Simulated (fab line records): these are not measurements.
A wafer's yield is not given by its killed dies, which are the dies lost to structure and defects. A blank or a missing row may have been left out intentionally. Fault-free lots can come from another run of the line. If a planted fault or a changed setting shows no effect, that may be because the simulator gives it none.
The tool behind it: which one? / flow sky130 / at 1 step of a route of 708, 12 lots with 36 wafers sampled

WHAT THE GAUGES SHOWED, per wafer
SKY_VIA2_BOW_MEAS_03. Usual: VIA2_BOW typically reads 85 um, with standard deviation 7.8.
lot=L924; measured=day 35 07:46; on=film_metro-04; VIA2_BOW (um)=98 85 83; flag=
lot=L925; measured=day 35 18:54; on=film_metro-02; VIA2_BOW (um)=88 83 73; flag=
lot=L926; measured=day 35 21:07; on=film_metro-04; VIA2_BOW (um)=92 91 92; flag=
lot=L927; measured=day 36 14:44; on=film_metro-02; VIA2_BOW (um)=86 78 83; flag=
lot=L929; measured=day 37 09:56; on=film_metro-04; VIA2_BOW (um)=89 79 70; flag=
lot=L930; measured=day 37 15:52; on=film_metro-02; VIA2_BOW (um)=94 73 86; flag=
lot=L934; measured=day 38 16:34; on=film_metro-02; VIA2_BOW (um)=89 81 78; flag=
lot=L936; measured=day 39 05:21; on=film_metro-01; VIA2_BOW (um)=91 91 82; flag=
lot=L937; measured=day 39 05:43; on=film_metro-01; VIA2_BOW (um)=81 90 86; flag=
lot=L942; measured=day 40 20:10; on=film_metro-01; VIA2_BOW (um)=79 85 73; flag=
lot=L944; measured=day 41 16:49; on=film_metro-04; VIA2_BOW (um)=86 90 81; flag=
lot=L946; measured=day 42 01:18; on=film_metro-04; VIA2_BOW (um)=74 81 81; flag=

WHICH TOOL RAN EACH LOT (tool, then ch and the chambers of the sampled wafers, then the start)
The record shows no process step preceding these readings.

WHAT THE TOOLS THEMSELVES READ (means of the sampled wafers that have a number; where no wafer has one, the mark that the record gives instead)
The record holds no such reading with a usual standard deviation.

THE ANSWER, worked out from the rows above alone
Rule: lot off if the mean of its wafers having a number is beyond 3 standard deviations from the usual mean. A lot without any number at a reading at which 4 lots or more have one is off too. The other lots that the step has rows for count as sound. First the gauges in route order, then the tools' own readings, where a lot's mean is used as printed above. At the first step where some lot is off, the reading lying furthest off is the one used; lots without a number count as furthest.
Across all readings shown, no lot is off: no conclusion can be drawn from this.

WHAT THE SIMULATOR PUT IN
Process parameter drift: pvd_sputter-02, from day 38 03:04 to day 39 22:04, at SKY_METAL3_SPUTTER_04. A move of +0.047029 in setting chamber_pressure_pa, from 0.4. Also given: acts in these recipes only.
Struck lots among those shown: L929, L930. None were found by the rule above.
